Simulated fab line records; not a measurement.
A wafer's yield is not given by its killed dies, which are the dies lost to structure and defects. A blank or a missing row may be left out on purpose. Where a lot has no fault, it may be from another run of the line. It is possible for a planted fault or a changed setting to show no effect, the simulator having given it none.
Which of the tools did it?	flow gf180mcu	7 lots, 21 wafers sampled, at 3 steps of a route of 602

## WHAT THE GAUGES SHOWED, per wafer
GF_LVPWELL_OVL_MEAS_07.
lot	measured	on	LVPWELL_OVL (nm)
L198	day 4 08:55	overlay-01	2.4 1.2 3.7
L200	day 4 20:00	overlay-01	2.2 1.1 0.4
L202	day 5 06:06	overlay-01	-2.1 -2.5 -1.0
L206	day 6 04:08	overlay-02	-2.8 -3.7 -3.9
L210	day 7 03:44	overlay-02	-151.8 -150.0 -151.6
L213	day 7 21:37	overlay-02	-0.2 -1.0 -0.2
L219	day 9 08:40	overlay-02	-2.3 -1.2 -2.9

## WHAT TOOL EACH LOT RAN ON (gives the tool, then ch and the chambers of the sampled wafers, and finally the start)
lot	GF_DNWELL_STRIP_08	GF_LVPWELL_EXPOSE_04
L198	plasma_asher-04 ch 0, day 3 06:03	iline_stepper-01 ch 0, day 4 02:47
L200	plasma_asher-01 ch 0,1, day 3 16:55	iline_stepper-02 ch 0, day 4 13:20
L202	plasma_asher-01 ch 0,1, day 4 02:28	iline_stepper-02 ch 0, day 4 23:18
L206	plasma_asher-01 ch 0,1, day 4 22:59	iline_stepper-02 ch 0, day 5 20:37
L210	plasma_asher-04 ch 0,1, day 5 20:36	iline_stepper-02 ch 0, day 6 19:53
L213	plasma_asher-01 ch 0,1, day 6 13:35	iline_stepper-01 ch 0, day 7 13:24
L219	plasma_asher-04 ch 0,1, day 7 22:02	iline_stepper-01 ch 0, day 9 00:02
- GF_DNWELL_STRIP_08: strips in O2/N2.
- GF_LVPWELL_EXPOSE_04: exposes mask LVPWELL, target cd 600 nm.

## THE ANSWER, worked out from the rows above alone
Rule: the usual values come from the lots themselves. Put in order of their means at a reading, lots are off if they are a third of the lots or fewer, leave a main group of 4 or more, and stand apart from it by a gap of 3 or more times the standard deviation of the main group's means; of several such gaps the widest counts. A main group whose means are all the same, to the digits that the tables above print for the reading, isn't used. A lot without any number at a reading at which 4 lots or more have one is off too. The other lots that the step has rows for count as sound.
Off: at GF_LVPWELL_OVL_MEAS_07 (LVPWELL_OVL), L210. The main group: mean -0.7 nm, standard deviation 2.
A tool fits if, at a process step before that reading, it ran every lot that is off, and no sound lot after the first of them. Gauges at GF_LVPWELL_OVL_MEAS_07: tried the same way as those tools. One fits: GF_LVPWELL_EXPOSE_04 on iline_stepper-02. A fault onset in the window from L206 (day 5 20:37, its last sound lot) to L210 (day 6 19:53, its first lot off) fits.

## WHAT THE SIMULATOR HAD PUT IN
Scanner matching overlay: iline_stepper-02, from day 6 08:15 on, at GF_LVPWELL_EXPOSE_04. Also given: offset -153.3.
Shown lots that were struck: L210. The same result came from the rule above.
